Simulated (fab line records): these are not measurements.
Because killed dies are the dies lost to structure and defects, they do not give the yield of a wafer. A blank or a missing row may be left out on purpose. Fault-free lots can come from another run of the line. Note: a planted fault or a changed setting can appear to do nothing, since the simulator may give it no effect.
Chamber matching | flow gf180mcu | rie_diel-02 running GF_V2_ETCH_16: 4 sister chambers
The step etches BARC in N2/H2. 18 wafers are shown with their chamber, then 9 later ones without.

== WAFERS, EACH WITH ITS CHAMBER ==
wafer  | chamber | drypump_motor_current_A (A) | rf_fwd_power_W (W) | h2_flow_sccm (sccm)
L074.3 | 1       | 6.7                         | 491.0              | 201.5
L074.4 | 2       | 5.8                         | 495.6              | 200.2
L074.5 | 3       | 6.1                         | 496.5              | 199.1
L079.1 | 2       | 5.8                         | 493.6              | 199.7
L079.3 | 0       | 5.7                         | 495.9              | 200.5
L079.6 | 0       | 5.7                         | 496.7              | 200.7
L081.1 | 3       | 6.1                         | 497.0              | 199.9
L081.2 | 0       | 5.7                         | 495.2              | 200.3
L081.4 | 0       | 5.7                         | 495.5              | 201.0
L083.1 | 2       | 5.8                         | 496.2              | 200.0
L083.2 | 1       | 6.7                         | 494.2              | 200.6
L083.5 | 2       | 5.8                         | 498.6              | 200.1
L086.2 | 1       | 6.7                         | 493.0              | 199.7
L086.4 | 0       | 5.8                         | 496.2              | 199.9
L086.5 | 0       | 5.7                         | 495.8              | 200.1
L090.1 | 2       | 5.8                         | 496.7              | 199.4
L090.2 | 1       | 6.7                         | 493.8              | 200.3
L090.4 | 3       | 6.1                         | 493.7              | 199.3

SIGNATURES (means of the wafers above)
reading                 | chamber 0 | chamber 1 | chamber 2 | chamber 3 | scatter within a chamber
drypump_motor_current_A | 5.717     | 6.700     | 5.800     | 6.100     | 0.0244
rf_fwd_power_W          | 495.883   | 493.000   | 496.140   | 495.733   | 1.39
h2_flow_sccm            | 200.417   | 200.525   | 199.880   | 199.433   | 0.483
Rule: for each reading, subtract the chamber's mean from the wafer's reading, divide by that reading's scatter and square the result; add these up over the readings and take the root, which gives the wafer's distance from the chamber. If the next closest chamber is less than 2 further off than the closest, the wafer can't be placed; otherwise it belongs to the closest. How the scatter is found: for the shown wafers, subtract from each reading the mean of its chamber, square and add these, divide the total by (wafers less chambers), then take the root.

== WAFERS WITHOUT THEIR CHAMBER ==
wafer  | drypump_motor_current_A (A) | rf_fwd_power_W (W) | h2_flow_sccm (sccm)
L091.1 | 5.8                         | 496.2              | 200.4
L091.5 | 6.7                         | 492.6              | 199.8
L091.6 | 5.7                         | 496.5              | 201.6
L092.2 | 5.7                         | 497.2              | 201.1
L092.4 | 6.6                         | 493.4              | 200.8
L092.5 | 5.7                         | 497.4              | 199.5
L094.2 | 6.7                         | 490.9              | 200.2
L094.3 | 5.8                         | 497.9              | 199.4
L094.4 | 5.8                         | 496.6              | 200.7

== WHICH CHAMBER EACH ONE RAN IN ==
wafer  | from the rows above     | in truth
L091.1 | 2                       | 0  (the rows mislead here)
L091.5 | 1                       | 1
L091.6 | 0                       | 0
L092.2 | 0                       | 0
L092.4 | 1                       | 1
L092.5 | can't be placed: 0 or 2 | 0
L094.2 | 1                       | 1
L094.3 | 2                       | 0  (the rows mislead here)
L094.4 | can't be placed: 2 or 0 | 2
Correctly placed: 5 of 9. From these rows, 2 cannot be placed; in 2 the true chamber is one of the candidates. Wrongly placed: 2.
